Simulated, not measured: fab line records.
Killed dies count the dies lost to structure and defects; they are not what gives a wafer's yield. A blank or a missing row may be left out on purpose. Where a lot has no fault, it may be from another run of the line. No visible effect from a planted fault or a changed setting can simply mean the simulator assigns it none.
A lot that was struck, set against a sound lot -- flow sky130 -- 44 steps out of a route of 708
Sound: wafers L117.1, L117.3, L117.5. Struck: wafer L137.4. (L137.5, L137.6 of the same lot were not struck and are left out.) The cause comes at the end.
For every step that has rows: the tool of each side, followed by ch and its chambers, followed by its first start. Under that, the readings that differ: sound wafers -- struck wafers -- difference of the means -- sigmas: that difference in standard deviations of wafers without a fault.
alike: readings with means less than 2 such deviations apart, plus words and numbers identical on both sides. not compared: withheld readings, readings lacking a value on some wafer, bounds such as >300 that could conceal the same value, and numbers that have no deviation in the record and whose values overlap.
The two part at a step that has a row with sigmas, a row that says differs or no value, or rows on one side only. When numbers do not overlap yet have no deviation, they are printed without sigmas and do not part them. Lack of a reading on every wafer of one side parts them only where that side has two or more wafers.

SKY_VIA3_SPUTTER_20: material TiN, target thk 20 nm, time 80 s.
  sound on pvdSputter-01 at day 40 06:47; struck on pvdSputter-01 at day 45 22:22
  alike: cathodeDcPowerW, throttleValvePct
then, 1 step without rows for these wafers: SKY_VIA3_CVD_21 (deposits W, target thk 390 nm, time 117.31 s).
SKY_VIA3_RS_MEAS_22: uses a four-point probe to measure.
  sound on filmMetro-01 at day 40 06:58; struck on filmMetro-01 at day 45 22:37
  alike: VIA3_W_RS
SKY_VIA3_THK_MEAS_23: measures by xrf.
  sound on filmMetro-01 at day 40 07:05; struck on filmMetro-01 at day 45 22:43
  alike: VIA3_W_THK
then, 4 steps without rows for these wafers: SKY_VIA3_CMP_24 (polishes, stops on SiO2, t overpolish 20 s, target thk 0 nm); SKY_METAL4_SPUTTER_00 (material Ti, target thk 15 nm, time 10 s); SKY_METAL4_SPUTTER_01 (material TiN, target thk 20 nm, time 16.7 s); SKY_METAL4_SPUTTER_02 (material AlCu, target thk 735 nm, time 39.1 s).
SKY_METAL4_SPUTTER_03: material Ti, target thk 5 nm, time 3.3 s.
  sound on pvdSputter-03 at day 40 07:32; struck on pvdSputter-02 at day 45 23:07
  alike: cathodeDcPowerW, throttleValvePct
then, 2 steps without rows for these wafers: SKY_METAL4_SPUTTER_04 (material TiN, target thk 70 nm, time 58.3 s); SKY_CAP2M_CVD_00 (deposits SiO2, target thk 15.5 nm).
SKY_CAP2M_THK_MEAS_01:
  sound on filmMetro-04 at day 40 07:37; struck on filmMetro-01 at day 45 23:14
  alike: CAP2M_CVD_00_THK
SKY_CAP2M_SPUTTER_02: material TiN, target thk 200 nm, time 166.7 s.
  sound on pvdSputter-02 at day 40 07:41; struck on pvdSputter-04 at day 45 23:16
reading,sound,struck,difference,sigmas
cathodeDcPowerW (W),6501.2 6497.9 6502.2,5821.8,-678.6,-99 or more
model.TiN_of_CAP2M_SPUTTER_02.thkNm (nm),199.4 197.3 197.1,178.9,-19.0,
  alike: throttleValvePct
SKY_CAP2M_RS_MEAS_03: uses a four-point probe to measure.
  sound on filmMetro-01 at day 40 07:47; struck on filmMetro-04 at day 45 23:26
reading,sound,struck,difference,sigmas
CAP2M_TIN_RS (ohm/sq),6.95 7.00 7.02,7.75,+0.76,+12
SKY_CAP2M_THK_MEAS_04: measures by xrf.
  sound on filmMetro-01 at day 40 07:55; struck on filmMetro-04 at day 45 23:32
reading,sound,struck,difference,sigmas
CAP2M_TIN_THK (nm),199.9 198.9 198.4,181.6,-17.5,-8
then, 7 steps without rows for these wafers: SKY_CAP2M_DEHYDRATE_05 (time 60 s); SKY_CAP2M_HMDS_06 (prime time 60 s); SKY_CAP2M_COAT_07 (resist thk 1140 nm); SKY_CAP2M_SOFTBAKE_08 (time 60 s); SKY_CAP2M_EXPOSE_09 (exposes mask CAP2M, target cd 1000 nm); SKY_CAP2M_PEB_10; SKY_CAP2M_DEVELOP_11 (develop time 60 s).
SKY_CAP2M_OVL_MEAS_12:
  sound on overlay-01 at day 41 07:24; struck on overlay-01 at day 46 20:10
reading,sound,struck,difference,sigmas
CAP2M_OVL (nm),0.1 1.2 -1.6,4.3,+4.4,+3
SKY_CAP2M_METAL_ETCH_13: etches TiN in Cl2/BCl3, stops on SiO2, target depth 220 nm, time 62.9 s.
  sound on rieMetal-03 ch 0,1, day 41 07:26; struck on rieMetal-03 ch 1, day 46 20:13
reading,sound,struck,difference,sigmas
oesProductAu (a.u.),0.941 0.926 0.932,0.874,-0.059,-9
throttleValvePct (%),21.882 21.897 21.909,21.957,+0.061,+6
  alike: biasW, drypumpMotorCurrentA
  not compared: rfHoursCounterH
SKY_CAP2M_STRIP_14: strips in O2/N2.
  sound on plasmaAsher-02 ch 0,1, day 41 07:31; struck on plasmaAsher-04 ch 0, day 46 20:18
reading,sound,struck,difference,sigmas
oesProductAu (a.u.),0.715 0.712 0.716,0.704,-0.010,-2
  alike: drypumpMotorCurrentA, stripTimeToEndpointS
  not compared: rfHoursCounterH
then, 11 steps without rows for these wafers: SKY_CAP2M_STRIP_15 (strips in post etch residue remover, time 1200 s); SKY_CAP2M_CLEAN_16 (cleans in IPA, time 180 s); SKY_CAP2M_CLEAN_17 (cleans in O3/DIW); SKY_METAL4_DEHYDRATE_05 (time 60 s); SKY_METAL4_HMDS_06 (prime time 60 s); SKY_METAL4_COAT_07 (resist thk 60 nm); SKY_METAL4_COAT_08 (resist thk 1140 nm); SKY_METAL4_SOFTBAKE_09 (time 90 s); SKY_METAL4_EXPOSE_10 (exposes mask MM4, target cd 300 nm); SKY_METAL4_PEB_11; SKY_METAL4_DEVELOP_12 (develop time 60 s).
SKY_METAL4_CD_MEAS_13 targets a cd of 300 nm.
  sound on cdSem-01 at day 42 07:59; struck on cdSem-02 at day 47 16:58
reading,sound,struck,difference,sigmas
cdNm (nm),299.0 299.7 298.1,302.0,+3.1,+2
SKY_METAL4_OVL_MEAS_14:
  sound on overlay-02 at day 42 08:07; struck on overlay-02 at day 47 17:02
  alike: METAL4_OVL
SKY_METAL4_DESCUM_15: chemistry O2, time 8 s.
  sound on rieMetal-04 ch 0,1, day 42 08:09; struck on rieMetal-04 ch 0, day 47 17:04
reading,sound,struck,difference,sigmas
oesProductAu (a.u.),0.992 0.990 0.989,1.007,+0.017,+2
  alike: drypumpMotorCurrentA
  not compared: rfHoursCounterH
SKY_METAL4_ETCH_16: etches BARC in N2/H2, stops on SiO2, time 88.2 s, target depth 60 nm.
  sound on rieMetal-04 ch 0,1, day 42 08:11; struck on rieMetal-04 ch 0, day 47 17:07
  alike: biasW, drypumpMotorCurrentA, oesProductAu, throttleValvePct
  not compared: rfHoursCounterH
then, 2 steps without rows for these wafers: SKY_METAL4_ETCH_17 (etches SiO2 in C4F8/O2/Ar, stops on TiN, time 3.9 s, target depth 15 nm); SKY_METAL4_METAL_ETCH_18 (etches the open film in Cl2/BCl3, stops on SiO2, target depth 845 nm, time 183.1 s).
SKY_METAL4_STRIP_20: strips in post etch residue remover, time 1200 s.
  sound on wetBench-03 ch 3, day 42 08:45; struck on wetBench-03 ch 1, day 47 17:29
reading,sound,struck,difference,sigmas
model.TiN_of_CAP2M_SPUTTER_02.thkNm (nm),198.5 196.5 196.3,178.1,-19.0,
-- the record jumps here: 3 days lie between the struck wafers' starts before and after (it left off in module METAL4 and takes up again in module PAD_OPEN, whose first step shown is number 708 of the route) --
SKY_PAD_OPEN_PROBE_99:
  sound on prober-02 at day 46 06:01; struck on prober-02 at day 50 20:43
reading,sound,struck,difference,sigmas
model.etest.capMim2.plateOhmSq,5.952 6.084 6.076,6.635,+0.598,
model.etest.capMim2.leakLog10ACm2,-8.981 -8.938 -9.104,-8.502,+0.506,
  alike: defectLimitedYield, killed_at_M0_to_M3, killed_at_M4_up, killedAtContacts, killedAtFrontEnd, killedAtOther, killedDies, killedOpen, killedShort, sort_bin_3_pad_short, sort_bin_5_function, sort_bin_6_memory, sortNPass, sortYieldPct
  not compared: model.etest.capMim2.bvV

WHERE THEY PART
Last at SKY_METAL4_DESCUM_15 as far as this record goes, first at SKY_CAP2M_SPUTTER_02. Later steps at which nothing parts them and some readings are alike: SKY_METAL4_ETCH_16, SKY_PAD_OPEN_PROBE_99.

WHY: whatever the simulator had introduced
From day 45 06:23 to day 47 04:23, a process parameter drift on pvdSputter-04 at SKY_CAP2M_SPUTTER_02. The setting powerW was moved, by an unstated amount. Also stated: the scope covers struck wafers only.
